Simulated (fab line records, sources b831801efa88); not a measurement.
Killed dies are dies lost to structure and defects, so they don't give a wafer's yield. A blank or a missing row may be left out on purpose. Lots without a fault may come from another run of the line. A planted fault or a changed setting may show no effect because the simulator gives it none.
fab line records | flow gf180mcu
record lots=5 wafers=15 last_day=34
route steps=602 shown V1@353 M2@362 V2@382
lots that met no fault: from a run of the same line without faults
start_h: hours from the record's first day to the start of the lot's first wafer shown | wait_h: hours since the lot's step before | " the same as in the row above | L1.1+2: a row that stands for several wafers | - no value, or no start given | * or withheld: withheld | < > ~ a bound
route shown NAME@n: a module of which the file shows steps, and the number in the route of the first | usual: mean/standard deviation of fault-free wafers | same: alike in all rows | chamber/n: place in a boat | sites: the reading at each site | _std_site: their standard deviation | _edge_site: outer sites' mean less inner sites' | radius_mm: how far each site lies from the wafer's centre | mask NAME#n: copy n | behind: the tool/chamber that last shaped the wafer | hold: why the lot was held/for how many hours/how that ended | device: the transistor (n, p or np) that didn't switch | end of line: the same wafers' tests at the end of the route | a step without rows: its recipe alone | killed: dies lost to structure and defects at the first sort, not the wafer's yield | map: a wafer's dies, x killed, . not, _ none there
set.NAME: the setting as run; set.NAME@STEP: as run at that earlier step | model.NAME: the simulator's own value behind a step, which no gauge read
lots at some steps of the route; a table a step, a row a wafer
services: from which hour (start_h, from the record's first day; less than 0 if before it) a tool's chamber was out of use, for how many hours, and why
## steps
# step GF_V1_STRIP_18
# recipe chemistry=O2/N2 power_w=1400 pressure_mtorr=1500 platen_temp_c=250 o2_flow_sccm=3000 n2_flow_sccm=300 overash_fraction=0.5
# usual drypump_motor_current_A=5.8/0.31 heater_power_w=364/39 oes_product_au=0.594/0.0048 platen_temp_c=249.99/0.18
# columns lot.wafer tool chamber start_h wait_h drypump_motor_current_A heater_power_w oes_product_au platen_temp_c rf_hours_counter_h
L074.2 plasma_asher-03 0 411.38 - 5.5 384 0.602 250.22 32
L074.3 " 1 " " 5.8 378 0.598 249.78 -
L074.6 " 0 " " 5.5 387 0.593 250.07 -
L075.1 plasma_asher-01 1 436.38 - 5.9 355 0.601 250.08 80
L075.4 " 0 " " 6.4 418 0.595 250.01 -
L075.5 " 1 " " 5.9 347 0.597 249.97 -
L078.2 plasma_asher-03 1 455.98 - 5.8 363 0.596 249.90 36
L078.4 " 1 " " 5.8 372 0.589 249.99 -
L078.5 " 1 " " 5.8 371 0.592 250.25 -
L082.1 plasma_asher-03 1 491.20 - 5.8 379 0.598 249.92 40
L082.2 " 0 " " 5.5 391 0.593 250.22 40
L082.6 " 1 " " 5.8 359 0.590 249.88 -
L094.1 plasma_asher-01 0 589.34 - 6.4 418 0.590 250.02 95
L094.2 " 1 " " 5.9 343 0.595 249.86 95
L094.5 " 1 " " 5.9 360 0.596 250.11 -
# step GF_V1_STRIP_19
# recipe chemistry=post_etch_residue_remover time_s=1200 temp_c=72.5
# usual bath_heat_duty_pct=14.6/1.6 temp_c=72.49/0.12
# columns lot.wafer tool chamber start_h wait_h bath_heat_duty_pct temp_c
L074.2 wet_bench-03 0 411.48 0.1 13.3 72.47
L074.3 " 0 " " 12.7 72.60
L074.6 " 0 " " 12.2 72.48
L075.1 wet_bench-02 2 436.48 0.1 16.2 72.44
L075.4 " 2 " " 16.1 72.69
L075.5 " 2 " " 17.2 72.61
L078.2 wet_bench-03 0 456.08 0.1 12.4 72.50
L078.4 " 0 " " 13.5 72.32
L078.5 " 0 " " 13.4 72.35
L082.1 wet_bench-03 3 491.30 0.1 13.7 72.46
L082.2 " 3 " " 12.8 72.27
L082.6 " 3 " " 13.4 72.47
L094.1 wet_bench-02 1 589.44 0.1 15.4 72.49
L094.2 " 1 " " 14.6 72.67
L094.5 " 1 " " 15.7 72.53
# step GF_V1_CLEAN_20
# recipe chemistry=DIW dry=n2_spin
# columns lot.wafer tool chamber start_h wait_h
L074.2+3+6 wet_bench-04 1 411.82 0.0
L075.1+4+5 wet_bench-03 3 436.83 0.0
L078.2+4+5 wet_bench-04 1 456.42 0.0
L082.1+2+6 wet_bench-02 1 491.67 0.0
L094.1+2+5 wet_bench-03 3 589.78 0.0
# step GF_V1_SPUTTER_21
# recipe material=Ti target_thk_nm=15 chamber_pressure_pa=5 power_w=2500 substrate_temp_c=200 time_s=80.02
# usual throttle_valve_pct=29.9/1.1
# columns lot.wafer tool chamber start_h wait_h throttle_valve_pct
L074.2 pvd_sputter-04 - 411.91 0.0 30.1
L074.3 " - " " 29.9
L074.6 " - " " 28.3
L075.1 pvd_sputter-03 - 436.92 0.0 28.2
L075.4 " - " " 31.2
L075.5 " - " " 31.3
L078.2 pvd_sputter-03 - 456.51 0.0 31.3
L078.4 " - " " 28.5
L078.5 " - " " 30.0
L082.1 pvd_sputter-02 - 491.76 0.0 29.3
L082.2 " - " " 30.9
L082.6 " - " " 28.3
L094.1 pvd_sputter-04 - 589.88 0.0 29.9
L094.2 " - " " 30.2
L094.5 " - " " 29.8
# step GF_V1_SPUTTER_22
# recipe material=TiN target_thk_nm=10 chamber_pressure_pa=5 power_w=4000 time_s=40
# usual throttle_valve_pct=29.9/1.1
# columns lot.wafer tool chamber start_h wait_h throttle_valve_pct
L074.2 pvd_sputter-04 - 411.97 0.0 30.3
L074.3 " - " " 29.6
L074.6 " - " " 28.4
L075.1 pvd_sputter-03 - 436.98 0.0 28.7
L075.4 " - " " 31.2
L075.5 " - " " 31.0
L078.2 pvd_sputter-03 - 456.57 0.0 31.3
L078.4 " - " " 28.3
L078.5 " - " " 29.9
L082.1 pvd_sputter-02 - 491.82 0.0 29.4
L082.2 " - " " 31.0
L082.6 " - " " 28.3
L094.1 pvd_sputter-04 - 589.94 0.0 29.5
L094.2 " - " " 30.1
L094.5 " - " " 29.6
# step GF_V1_CVD_23
# recipe material=W target_thk_nm=350 time_s=105.05 temp_c=400 pressure_torr=40
# usual heater_power_w=874/39
# columns lot.wafer tool chamber start_h wait_h heater_power_w
L074.2 cvd_w-02 1 412.01 0.0 854
L074.3 " 1 " " 850
L074.6 " 0 " " 865
L075.1 cvd_w-02 1 437.02 0.0 878
L075.4 " 0 " " 880
L075.5 " 1 " " 867
L078.2 cvd_w-02 1 456.68 0.1 868
L078.4 " 0 " " 899
L078.5 " 0 " " 877
L082.1 cvd_w-02 0 491.86 0.0 870
L082.2 " 1 " " 863
L082.6 " 0 " " 924
L094.1 cvd_w-02 1 589.98 0.0 876
L094.2 " 1 " " 885
L094.5 " 1 " " 886
# step GF_V1_RS_MEAS_24
# recipe thk_meas_gauge=four-point-probe reads=W_of_V1_CVD_23+TiN_of_V1_SPUTTER_22+Ti_of_V1_SPUTTER_21
# usual V1_W_RS=0.323/0.0081
# columns lot.wafer tool chamber start_h wait_h V1_W_RS[ohm/sq]
L074.2 film_metro-04 - 412.15 0.1 0.323
L074.3 " - " " 0.327
L074.6 " - " " 0.312
L075.1 film_metro-02 - 437.13 0.1 0.327
L075.4 " - " " 0.311
L075.5 " - " " 0.324
L078.2 film_metro-04 - 456.81 0.1 0.321
L078.4 " - " " 0.313
L078.5 " - " " 0.310
L082.1 film_metro-04 - 491.98 0.1 0.308
L082.2 " - " " 0.327
L082.6 " - " " 0.308
L094.1 film_metro-01 - 590.20 0.2 0.324
L094.2 " - " " 0.319
L094.5 " - " " 0.321
# step GF_V1_THK_MEAS_25
# recipe thk_meas_gauge=xrf reads=W_of_V1_CVD_23
# usual V1_W_THK=351/9.5
# columns lot.wafer tool chamber start_h wait_h V1_W_THK[nm]
L074.2 film_metro-04 - 412.26 0.1 354
L074.3 " - " " 351
L074.6 " - " " 366
L075.1 film_metro-02 - 437.25 0.1 345
L075.4 " - " " 366
L075.5 " - " " 350
L078.2 film_metro-04 - 456.92 0.1 356
L078.4 " - " " 368
L078.5 " - " " 369
L082.1 film_metro-04 - 492.10 0.1 364
L082.2 " - " " 344
L082.6 " - " " 365
L094.1 film_metro-01 - 590.32 0.1 345
L094.2 " - " " 350
L094.5 " - " " 348
# step GF_V1_CMP_26
# recipe stop_on=SiO2 down_force_psi=3.5 platen_rpm=60 t_overpolish_s=15 target_thk_nm=0 pad_velocity_m_s=0.94248
# usual motor_current_A=11.1/1 overpolish_run_s=15.001/0.0092 time_to_endpoint_s=86/4.4
# columns lot.wafer tool chamber start_h wait_h motor_current_A overpolish_run_s time_to_endpoint_s
L074.2 cmp-02 2 412.41 0.1 10.7 14.998 82
L074.3 " 3 " " 9.8 14.986 86
L074.6 " 0 " " 10.5 15.006 87
L075.1 cmp-02 1 437.31 0.1 12.5 15.002 79
L075.4 " 0 " " 10.0 15.012 84
L075.5 " 2 " " 10.5 15.010 79
L078.4 cmp-02 0 457.07 0.1 10.9 15.001 86
L078.2 " 1 " " 11.8 15.002 82
L078.5 " 2 " " 10.4 14.996 83
L082.2 cmp-02 1 492.21 0.1 12.5 14.999 87
L082.1 " 2 " " 9.9 15.014 91
L082.6 " 0 " " 10.9 15.016 92
L094.2 cmp-01 2 590.57 0.2 12.6 14.990 87
L094.1 " 0 " " 11.7 14.999 85
L094.5 " 1 " " 10.7 15.009 91
# step GF_M2_SPUTTER_00
# recipe material=Ti target_thk_nm=37.5 arriving_ion_energy_ev=80 substrate_temp_c=200 chamber_pressure_pa=2 power_w=4000 time_s=150
# usual throttle_valve_pct=30.2/1
# columns lot.wafer tool chamber start_h wait_h throttle_valve_pct
L074.2 pvd_sputter-02 - 412.61 0.1 30.9
L074.3 " - " " 30.6
L074.6 " - " " 30.8
L075.1 pvd_sputter-02 - 437.61 0.2 29.2
L075.4 " - " " 31.2
L075.5 " - " " 30.8
L078.2 pvd_sputter-04 - 457.27 0.1 28.4
L078.4 " - " " 30.1
L078.5 " - " " 30.7
L082.1 pvd_sputter-01 - 492.46 0.1 30.4
L082.2 " - " " 31.9
L082.6 " - " " 30.1
L094.1 pvd_sputter-02 - 590.82 0.1 30.9
L094.2 " - " " 30.9
L094.5 " - " " 29.5
# step GF_M2_SPUTTER_01
# recipe material=TiN target_thk_nm=30 power_w=6500 time_s=25 chamber_pressure_pa=0.4
# usual throttle_valve_pct=30.2/1.1
# columns lot.wafer tool chamber start_h wait_h throttle_valve_pct
L074.2 pvd_sputter-02 - 412.71 0.1 30.8
L074.3 " - " " 30.7
L074.6 " - " " 30.9
L075.1 pvd_sputter-02 - 437.71 0.1 29.1
L075.4 " - " " 30.8
L075.5 " - " " 30.8
L078.2 pvd_sputter-04 - 457.37 0.1 28.5
L078.4 " - " " 30.1
L078.5 " - " " 30.7
L082.1 pvd_sputter-01 - 492.56 0.1 30.6
L082.2 " - " " 31.9
L082.6 " - " " 30.3
L094.1 pvd_sputter-02 - 590.92 0.1 31.0
L094.2 " - " " 30.9
L094.5 " - " " 29.2
# step GF_M2_SPUTTER_02
# recipe material=AlCu target_thk_nm=450 power_w=10600 time_s=23.06 chamber_pressure_pa=0.4
# usual throttle_valve_pct=30.2/1
# columns lot.wafer tool chamber start_h wait_h throttle_valve_pct
L074.2 pvd_sputter-02 - 412.74 0.0 30.7
L074.3 " - " " 30.7
L074.6 " - " " 30.8
L075.1 pvd_sputter-02 - 437.74 0.0 29.3
L075.4 " - " " 30.7
L075.5 " - " " 30.5
L078.2 pvd_sputter-04 - 457.40 0.0 28.4
L078.4 " - " " 30.2
L078.5 " - " " 30.7
L082.1 pvd_sputter-01 - 492.59 0.0 30.4
L082.2 " - " " 32.0
L082.6 " - " " 29.9
L094.1 pvd_sputter-02 - 590.95 0.0 30.6
L094.2 " - " " 30.9
L094.5 " - " " 29.3
# step GF_M2_SPUTTER_03
# recipe material=Ti target_thk_nm=10 substrate_temp_c=300 chamber_pressure_pa=0.3 power_w=3000 time_s=6.7
# usual throttle_valve_pct=30.2/1
# columns lot.wafer tool chamber start_h wait_h throttle_valve_pct
L074.2 pvd_sputter-02 - 412.77 0.0 30.7
L074.3 " - " " 31.0
L074.6 " - " " 30.7
L075.1 pvd_sputter-02 - 437.77 0.0 29.3
L075.4 " - " " 30.7
L075.5 " - " " 30.6
L078.2 pvd_sputter-04 - 457.43 0.0 28.2
L078.4 " - " " 29.9
L078.5 " - " " 30.7
L082.1 pvd_sputter-01 - 492.62 0.0 30.6
L082.2 " - " " 32.3
L082.6 " - " " 30.3
L094.1 pvd_sputter-02 - 590.98 0.0 30.6
L094.2 " - " " 30.7
L094.5 " - " " 29.1
# step GF_M2_SPUTTER_04
# recipe material=TiN target_thk_nm=50 power_w=6500 time_s=41.7 chamber_pressure_pa=0.4
# usual throttle_valve_pct=30.2/1
# columns lot.wafer tool chamber start_h wait_h throttle_valve_pct
L074.2 pvd_sputter-02 - 412.79 0.0 30.8
L074.3 " - " " 30.6
L074.6 " - " " 30.7
L075.1 pvd_sputter-02 - 437.79 0.0 29.3
L075.4 " - " " 30.6
L075.5 " - " " 30.8
L078.2 pvd_sputter-04 - 457.45 0.0 28.4
L078.4 " - " " 30.2
L078.5 " - " " 30.6
L082.1 pvd_sputter-01 - 492.64 0.0 30.7
L082.2 " - " " 32.0
L082.6 " - " " 30.0
L094.1 pvd_sputter-02 - 591.00 0.0 30.5
L094.2 " - " " 30.9
L094.5 " - " " 29.6
# step GF_M2_RS_MEAS_05
# recipe thk_meas_gauge=four-point-probe reads=TiN_of_M2_SPUTTER_04+Ti_of_M2_SPUTTER_03+AlCu_of_M2_SPUTTER_02+TiN_of_M2_SPUTTER_01+Ti_of_M2_SPUTTER_00
# usual M2_ALCU_RS=0.0718/0.00072
# columns lot.wafer tool chamber start_h wait_h M2_ALCU_RS[ohm/sq]
L074.2 film_metro-02 - 412.85 0.0 0.0717
L074.3 " - " " 0.0712
L074.6 " - " " 0.0712
L075.1 film_metro-02 - 437.83 0.0 0.0720
L075.4 " - " " 0.0715
L075.5 " - " " 0.0715
L078.2 film_metro-02 - 457.51 0.0 0.0722
L078.4 " - " " 0.0715
L078.5 " - " " 0.0720
L082.1 film_metro-02 - 492.68 0.0 0.0716
L082.2 " - " " 0.0714
L082.6 " - " " 0.0711
L094.1 film_metro-01 - 591.04 0.0 0.0709
L094.2 " - " " 0.0708
L094.5 " - " " 0.0714
# step GF_M2_THK_MEAS_06
# recipe thk_meas_gauge=xrf reads=AlCu_of_M2_SPUTTER_02
# usual M2_ALCU_THK=431/5.3
# columns lot.wafer tool chamber start_h wait_h M2_ALCU_THK[nm]
L074.2 film_metro-02 - 412.96 0.1 430
L074.3 " - " " 432
L074.6 " - " " 432
L075.1 film_metro-02 - 437.95 0.1 432
L075.4 " - " " 434
L075.5 " - " " 432
L078.2 film_metro-02 - 457.62 0.1 430
L078.4 " - " " 434
L078.5 " - " " 432
L082.1 film_metro-02 - 492.80 0.1 434
L082.2 " - " " 432
L082.6 " - " " 438
L094.1 film_metro-01 - 591.16 0.1 432
L094.2 " - " " 436
L094.5 " - " " 432
# step GF_M2_DEHYDRATE_07
# recipe temp_c=200 time_s=60
# usual chill_plate_temp_C=22.99/0.12 heater_power_total_W=160.36/0.12
# columns lot.wafer tool chamber start_h wait_h chill_plate_temp_C heater_power_total_W
L074.2 litho_track-03 0 424.18 11.2 22.98 160.56
L074.3 " 0 " " 22.91 160.50
L074.6 " 0 " " 23.12 160.39
L075.1 litho_track-02 0 450.08 12.1 22.95 160.34
L075.4 " 0 " " 23.16 160.61
L075.5 " 0 " " 22.85 160.54
L078.2 litho_track-04 0 468.53 10.9 22.96 160.21
L078.4 " 0 " " 23.09 160.33
L078.5 " 0 " " 22.77 160.36
L082.1 litho_track-03 0 504.05 11.2 22.85 160.44
L082.2 " 0 " " 22.87 160.37
L082.6 " 0 " " 22.90 160.34
L094.1 litho_track-02 0 600.88 9.7 23.02 160.38
L094.2 " 0 " " 22.90 160.53
L094.5 " 0 " " 23.02 160.25
# step GF_M2_HMDS_08
# recipe prime_time_s=60 prime_temp_c=120
# usual chill_plate_temp_C=22.99/0.1
# columns lot.wafer tool chamber start_h wait_h chill_plate_temp_C
L074.2 litho_track-03 0 424.33 0.1 23.01
L074.3 " 0 " " 22.98
L074.6 " 0 " " 23.04
L075.1 litho_track-02 0 450.23 0.1 22.97
L075.4 " 0 " " 23.00
L075.5 " 0 " " 23.01
L078.2 litho_track-04 0 468.68 0.1 22.84
L078.4 " 0 " " 22.79
L078.5 " 0 " " 23.02
L082.1 litho_track-03 0 504.20 0.1 23.11
L082.2 " 0 " " 22.98
L082.6 " 0 " " 23.00
L094.1 litho_track-02 0 601.03 0.1 23.07
L094.2 " 0 " " 23.03
L094.5 " 0 " " 22.86
# step GF_M2_COAT_09
# recipe resist=KrF spin_rpm=withheld resist_thk_nm=1000
# usual chill_plate_temp_C=23.00/0.11
# columns lot.wafer tool chamber start_h wait_h chill_plate_temp_C
L074.2 litho_track-03 0 424.48 0.1 22.88
L074.3 " 0 " " 23.01
L074.6 " 0 " " 22.91
L075.1 litho_track-02 0 450.38 0.1 22.79
L075.4 " 0 " " 23.10
L075.5 " 0 " " 22.99
L078.2 litho_track-04 0 468.83 0.1 22.98
L078.4 " 0 " " 23.12
L078.5 " 0 " " 23.10
L082.1 litho_track-03 0 504.35 0.1 23.13
L082.2 " 0 " " 22.93
L082.6 " 0 " " 22.95
L094.1 litho_track-02 0 601.18 0.1 23.15
L094.2 " 0 " " 23.05
L094.5 " 0 " " 22.98
# step GF_M2_SOFTBAKE_10
# recipe temp_c=130 time_s=60 resist=KrF
# usual chill_plate_temp_C=22.99/0.11 heater_power_total_W=93.05/0.064
# columns lot.wafer tool chamber start_h wait_h chill_plate_temp_C heater_power_total_W
L074.2 litho_track-03 0 424.63 0.1 22.92 93.06
L074.3 " 0 " " 22.96 92.95
L074.6 " 0 " " 22.94 93.13
L075.1 litho_track-02 0 450.53 0.1 22.87 93.09
L075.4 " 0 " " 22.84 93.04
L075.5 " 0 " " 22.82 93.04
L078.2 litho_track-04 0 468.98 0.1 23.03 93.06
L078.4 " 0 " " 23.09 93.06
L078.5 " 0 " " 23.00 93.09
L082.1 litho_track-03 0 504.50 0.1 23.09 93.14
L082.2 " 0 " " 22.85 93.11
L082.6 " 0 " " 23.10 93.12
L094.1 litho_track-02 0 601.33 0.1 23.01 93.14
L094.2 " 0 " " 22.97 93.12
L094.5 " 0 " " 23.05 93.07
# step GF_M2_EXPOSE_11
# recipe mask_id=Metal2 target_cd_nm=280 na=0.68 source_shape=conventional sigma_outer=0.6 dose_mj=28
# columns lot.wafer tool chamber start_h wait_h mask
L074.2+3+6 krf_scanner-01 0 - - Metal2#0
L075.1+4+5 krf_scanner-02 0 - - Metal2#0
L078.2+4+5 krf_scanner-02 0 - - Metal2#0
L082.1+2+6 krf_scanner-01 0 - - Metal2#0
L094.1+2+5 krf_scanner-01 0 - - Metal2#0
# step GF_M2_PEB_12
# recipe peb_temp_c=135 peb_time_s=90 resist=KrF
# usual chill_plate_temp_C=22.98/0.11 heater_power_total_W=85.70/0.089
# columns lot.wafer tool chamber start_h wait_h chill_plate_temp_C heater_power_total_W
L074.2 litho_track-03 0 - - 22.88 85.86
L074.3 " 0 " " 22.89 85.68
L074.6 " 0 " " 22.90 85.72
L075.1 litho_track-02 0 - - 22.87 85.72
L075.4 " 0 " " 23.08 85.64
L075.5 " 0 " " 22.87 85.55
L078.2 litho_track-04 0 - - 23.19 85.62
L078.4 " 0 " " 23.25 85.76
L078.5 " 0 " " 23.16 85.67
L082.1 litho_track-04 0 - - 22.93 85.76
L082.2 " 0 " " 22.72 85.67
L082.6 " 0 " " 22.94 85.61
L094.1 litho_track-02 0 - - 23.08 85.58
L094.2 " 0 " " 23.06 85.50
L094.5 " 0 " " 23.06 85.73
# step GF_M2_DEVELOP_13
# recipe develop_time_s=60 dev_temp_c=21
# usual chill_plate_temp_C=23.00/0.099
# columns lot.wafer tool chamber start_h wait_h chill_plate_temp_C
L074.2 litho_track-03 0 436.28 0.2 23.02
L074.3 " 0 " " 23.11
L074.6 " 0 " " 23.04
L075.1 litho_track-02 0 462.08 0.2 23.02
L075.4 " 0 " " 22.92
L075.5 " 0 " " 23.12
L078.2 litho_track-04 0 481.23 0.2 23.07
L078.4 " 0 " " 22.95
L078.5 " 0 " " 23.10
L082.1 litho_track-04 0 515.96 0.2 22.89
L082.2 " 0 " " 22.98
L082.6 " 0 " " 23.03
L094.1 litho_track-02 0 611.93 0.2 23.06
L094.2 " 0 " " 23.07
L094.5 " 0 " " 23.10
# step GF_M2_CD_MEAS_14
# recipe target_cd_nm=280
# usual cd_nm=279.7/1.2
# columns lot.wafer tool chamber start_h wait_h cd_nm
L074.2 cd_sem-01 - 436.42 0.1 279.4
L074.3 " - " " 281.5
L074.6 " - " " 280.2
L075.1 cd_sem-01 - 462.23 0.1 280.6
L075.4 " - " " 282.0
L075.5 " - " " 281.3
L078.2 cd_sem-02 - 481.38 0.1 277.3
L078.4 " - " " 276.5
L078.5 " - " " 279.4
L082.1 cd_sem-01 - 516.11 0.1 280.3
L082.2 " - " " 279.4
L082.6 " - " " 280.4
L094.1 cd_sem-01 - 612.16 0.2 280.3
L094.2 " - " " 279.7
L094.5 " - " " 280.0
# step GF_M2_OVL_MEAS_15
# usual M2_OVL=-2/5.8
# columns lot.wafer tool chamber start_h wait_h M2_OVL[nm]
L074.2 overlay-01 - 436.53 0.1 -11
L074.3 " - " " -8
L074.6 " - " " -12
L075.1 overlay-01 - 462.35 0.1 -1
L075.4 " - " " -5
L075.5 " - " " -5
L078.2 overlay-02 - 481.48 0.1 3
L078.4 " - " " 2
L078.5 " - " " 8
L082.1 overlay-02 - 516.23 0.1 8
L082.2 " - " " -5
L082.6 " - " " -2
L094.1 overlay-01 - 612.28 0.1 1
L094.2 " - " " 3
L094.5 " - " " 2
# step GF_M2_METAL_ETCH_16
# recipe chemistry=Cl2/BCl3 mask_material=KrF target_depth_nm=627.5 stop_on=SiO2 pressure_mtorr=8 icp_w=800 bias_w=140 Cl2_flow_sccm=80 bcl3_flow_sccm=40 time_s=104.6
# usual drypump_motor_current_A=5.4/0.44 oes_product_au=0.959/0.0058 throttle_valve_pct=28.265/0.0099
# columns lot.wafer tool chamber start_h wait_h drypump_motor_current_A oes_product_au rf_hours_counter_h throttle_valve_pct
L074.2 rie_metal-01 0 436.56 0.0 5.7 0.960 10 28.269
L074.3 " 1 " " 4.8 0.966 - 28.259
L074.6 " 1 " " 4.8 0.965 - 28.254
L075.1 rie_metal-01 1 462.38 0.0 4.8 0.957 8 28.268
L075.4 " 1 " " 4.8 0.952 - 28.265
L075.5 " 1 " " 4.8 0.956 - 28.279
L078.2 rie_metal-01 0 481.51 0.0 5.7 0.953 0 28.264
L078.4 " 0 " " 5.7 0.956 - 28.273
L078.5 " 1 " " 4.8 0.961 - 28.261
L082.1 rie_metal-01 0 516.26 0.0 5.7 0.954 1 28.276
L082.2 " 1 " " 4.8 0.964 9 28.266
L082.6 " 0 " " 5.7 0.972 - 28.273
L094.1 rie_metal-04 1 612.32 0.0 5.6 0.964 0 28.251
L094.2 " 0 " " 5.6 0.966 9 28.265
L094.5 " 1 " " 5.6 0.958 - 28.253
# step GF_M2_STRIP_17
# recipe chemistry=O2/N2 power_w=1400 pressure_mtorr=1500 platen_temp_c=250 o2_flow_sccm=3000 n2_flow_sccm=300 overash_fraction=0.5
# usual drypump_motor_current_A=5.71/0.26 heater_power_w=335/41 oes_product_au=0.557/0.0045 platen_temp_c=250.00/0.24 strip_time_to_endpoint_s=7.86/0.053
# columns lot.wafer tool chamber start_h wait_h drypump_motor_current_A heater_power_w oes_product_au platen_temp_c rf_hours_counter_h strip_time_to_endpoint_s
L074.2 plasma_asher-02 0 436.67 0.1 5.54 324 0.556 250.15 68 7.82
L074.3 " 1 " " 5.60 307 0.556 250.19 - 7.79
L074.6 " 0 " " 5.50 333 0.552 250.20 - 7.78
L075.1 plasma_asher-02 1 462.61 0.2 5.61 296 0.554 250.30 71 7.76
L075.4 " 0 " " 5.54 336 0.554 249.86 - 7.79
L075.5 " 0 " " 5.53 332 0.549 250.11 - 7.80
L078.2 plasma_asher-02 0 481.63 0.1 5.50 326 0.573 250.39 73 7.93
L078.4 " 1 " " 5.61 295 0.565 250.08 - 7.95
L078.5 " 0 " " 5.52 328 0.566 250.15 - 7.83
L082.1 plasma_asher-01 1 516.38 0.1 5.93 351 0.564 250.01 87 7.94
L082.2 " 0 " " 6.36 420 0.560 249.68 87 7.78
L082.6 " 0 " " 6.38 411 0.560 249.75 - 7.90
L094.1 plasma_asher-04 1 612.43 0.1 5.49 291 0.552 250.06 19 7.85
L094.2 " 0 " " 5.80 363 0.555 249.93 19 7.86
L094.5 " 0 " " 5.79 354 0.566 250.34 - 7.89
# step GF_M2_STRIP_18
# recipe chemistry=post_etch_residue_remover time_s=1200 temp_c=72.5
# usual bath_heat_duty_pct=15.2/1.6 temp_c=72.48/0.13
# columns lot.wafer tool chamber start_h wait_h bath_heat_duty_pct temp_c
L074.2 wet_bench-04 2 436.77 0.1 16.1 72.51
L074.3 " 2 " " 17.7 72.45
L074.6 " 2 " " 15.4 72.48
L075.1 wet_bench-02 3 462.71 0.1 12.0 72.27
L075.4 " 3 " " 12.7 72.38
L075.5 " 3 " " 12.4 72.45
L078.2 wet_bench-02 0 481.73 0.1 16.8 72.57
L078.4 " 0 " " 15.0 72.56
L078.5 " 0 " " 15.9 72.47
L082.1 wet_bench-02 3 516.48 0.1 12.4 72.68
L082.2 " 3 " " 13.4 72.50
L082.6 " 3 " " 12.6 72.49
L094.1 wet_bench-02 2 612.53 0.1 15.5 72.33
L094.2 " 2 " " 17.4 72.36
L094.5 " 2 " " 14.9 72.35
# step GF_M2_CLEAN_19
# recipe chemistry=DIW dry=n2_spin
# columns lot.wafer tool chamber start_h wait_h
L074.2+3+6 wet_bench-02 0 437.11 0.0
L075.1+4+5 wet_bench-02 1 463.05 0.0
L078.2+4+5 wet_bench-04 0 482.13 0.0
L082.1+2+6 wet_bench-02 3 516.90 0.1
L094.1+2+5 wet_bench-01 3 612.87 0.0
# step GF_V2_CVD_00
# recipe material=SiO2 target_thk_nm=600 sigma_open_frac=0.3 temp_c=400 time_s=100 sih4_flow_sccm=61.36 pressure_mtorr=6
# columns lot.wafer tool chamber start_h wait_h
L074.2+3+6 hdpcvd-01 2,0,2 437.20 0.0
L075.1+4+5 hdpcvd-02 1,2,0 463.14 0.0
L078.2+4+5 hdpcvd-01 0,1,2 482.23 0.0
L082.1+2+6 hdpcvd-02 1,2,2 517.00 0.0
L094.1+2+5 hdpcvd-01 1,2,0 612.96 0.0
# step GF_V2_THK_MEAS_01
# recipe reads=SiO2_of_V2_CVD_00
# usual V2_CVD_00_THK=612/6.9
# columns lot.wafer tool chamber start_h wait_h V2_CVD_00_THK[nm]
L074.2 film_metro-04 - 437.28 0.0 616
L074.3 " - " " 605
L074.6 " - " " 607
L075.1 film_metro-02 - 463.21 0.0 605
L075.4 " - " " 614
L075.5 " - " " 609
L078.2 film_metro-04 - 482.31 0.0 620
L078.4 " - " " 616
L078.5 " - " " 619
L082.1 film_metro-02 - 517.08 0.0 603
L082.2 " - " " 599
L082.6 " - " " 604
L094.1 film_metro-02 - 613.04 0.0 617
L094.2 " - " " 620
L094.5 " - " " 618
# step GF_V2_CVD_02
# recipe material=SiO2 target_thk_nm=850 precursor=TEOS temp_c=400 time_s=94.851 rf_w=600
# usual heater_power_w=708/120
# columns lot.wafer tool chamber start_h wait_h heater_power_w
L074.2 pecvd-04 0 437.33 0.0 705
L074.3 " 1 " " 778
L074.6 " 2 " " 928
L075.1 pecvd-02 1 463.27 0.1 631
L075.4 " 0 " " 596
L075.5 " 2 " " 674
L078.2 pecvd-04 1 482.36 0.0 880
L078.4 " 1 " " 725
L078.5 " 2 " " 948
L082.1 pecvd-04 0 517.14 0.1 710
L082.2 " 1 " " 807
L082.6 " 1 " " 853
L094.1 pecvd-02 1 613.10 0.1 595
L094.2 " 2 " " 575
L094.5 " 2 " " 616
# step GF_V2_THK_MEAS_03
# recipe reads=SiO2_of_V2_CVD_02
# usual V2_CVD_02_THK=851/8.7
# columns lot.wafer tool chamber start_h wait_h V2_CVD_02_THK[nm]
L074.2 film_metro-03 - 437.41 0.0 852
L074.3 " - " " 861
L074.6 " - " " 865
L075.1 film_metro-03 - 463.34 0.0 855
L075.4 " - " " 849
L075.5 " - " " 855
L078.2 film_metro-03 - 482.44 0.0 851
L078.4 " - " " 861
L078.5 " - " " 868
L082.1 film_metro-02 - 517.21 0.0 848
L082.2 " - " " 843
L082.6 " - " " 856
L094.1 film_metro-03 - 613.20 0.1 845
L094.2 " - " " 848
L094.5 " - " " 853
# step GF_V2_CMP_04
# recipe material=SiO2 down_force_psi=4 platen_rpm=60 pad_velocity_m_s=0.94248
# usual motor_current_A=12.1/1 time_to_endpoint_s=81/5.5
# columns lot.wafer tool chamber start_h wait_h motor_current_A time_to_endpoint_s
L074.2 cmp-02 3 437.84 0.4 11.0 82
L074.3 " 0 " " 11.1 82
L074.6 " 0 " " 11.1 88
L075.1 cmp-01 3 463.40 0.1 12.6 93
L075.4 " 2 " " 14.5 85
L075.5 " 3 " " 12.7 90
L078.4 cmp-02 0 482.54 0.1 12.1 81
L078.2 " 1 " " 13.4 72
L078.5 " 0 " " 11.2 84
L082.2 cmp-02 1 517.27 0.0 13.5 76
L082.1 " 2 " " 11.3 77
L082.6 " 2 " " 10.6 76
L094.1 cmp-02 1 613.37 0.2 13.0 76
L094.2 " 2 " " 10.5 77
L094.5 " 0 " " 11.5 80
## services
# columns tool chamber start_h hours kind
pvd_sputter-03 - 390.31 13.2 repair
krf_scanner-01 - 400.07 0.6 repair
cmp-02 - 404.23 4.0 pm
rie_metal-01 - 412.96 15.6 pm
krf_scanner-01 - 425.70 1.0 pm
plasma_asher-03 - 427.70 8.8 repair
pecvd-04 - 432.22 0.8 repair
krf_scanner-01 - 436.08 1.3 pm
hdpcvd-01 - 439.57 0.9 repair
cvd_w-02 1 442.25 1.3 repair
plasma_asher-01 - 444.50 4.7 repair
plasma_asher-01 - 447.87 1.9 repair
cmp-02 - 457.89 3.8 repair
plasma_asher-01 - 458.96 1.6 repair
krf_scanner-01 - 471.33 0.8 pm
rie_metal-01 - 475.69 2.8 pm
cvd_w-02 - 476.42 2.8 pm
wet_bench-04 - 515.61 11.3 repair
rie_metal-01 1 520.86 10.0 repair
cmp-02 - 523.37 2.8 repair
cmp-02 - 530.13 3.2 pm
pvd_sputter-04 - 541.43 3.4 repair
cvd_w-02 0 584.71 14.5 repair
cmp-02 - 589.51 1.9 repair
## key
fault none
